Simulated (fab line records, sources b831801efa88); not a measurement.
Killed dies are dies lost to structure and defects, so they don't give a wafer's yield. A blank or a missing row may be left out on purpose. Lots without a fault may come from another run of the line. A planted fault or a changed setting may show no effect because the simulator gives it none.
Which tool did it? | flow gf180mcu | 6 lots, 18 wafers sampled, at 1 step of a route of 602

WHAT THE GAUGES READ, wafer by wafer
GF_PSD_OVL_MEAS_08.
lot  | measured     | on         | PSD_OVL (nm)
L300 | day 14 09:07 | overlay-01 | 0.5 1.4 -0.3
L302 | day 15 05:59 | overlay-01 | 1.5 1.1 0.7
L304 | day 15 20:13 | overlay-01 | 3.7 1.9 2.8
L306 | day 16 11:59 | overlay-02 | 1.9 1.9 1.9
L319 | day 21 03:37 | overlay-02 | 2.2 2.8 1.7
L322 | day 22 00:14 | overlay-02 | 0.1 -0.6 -0.4

WHICH TOOL RAN EACH LOT (tool, then ch and the chambers of the sampled wafers, then the start)
The record holds no process step before these readings.

THE ANSWER, worked out from the rows above alone
Rule: what is usual is taken from the lots themselves. Put in order of their means at a reading, lots are off if they are a third of the lots or fewer, leave a main group of 4 or more, and stand apart from it by a gap of 3 or more times the standard deviation of the main group's means; of several such gaps the widest counts. A main group whose means are all the same, to the digits that the tables above print for the reading, isn't used. A lot without any number at a reading at which 4 lots or more have one is off too. The other lots that the step has rows for count as sound.
No lot is off at any reading shown: from this, nothing can be told.

WHAT THE SIMULATOR HAD PUT IN
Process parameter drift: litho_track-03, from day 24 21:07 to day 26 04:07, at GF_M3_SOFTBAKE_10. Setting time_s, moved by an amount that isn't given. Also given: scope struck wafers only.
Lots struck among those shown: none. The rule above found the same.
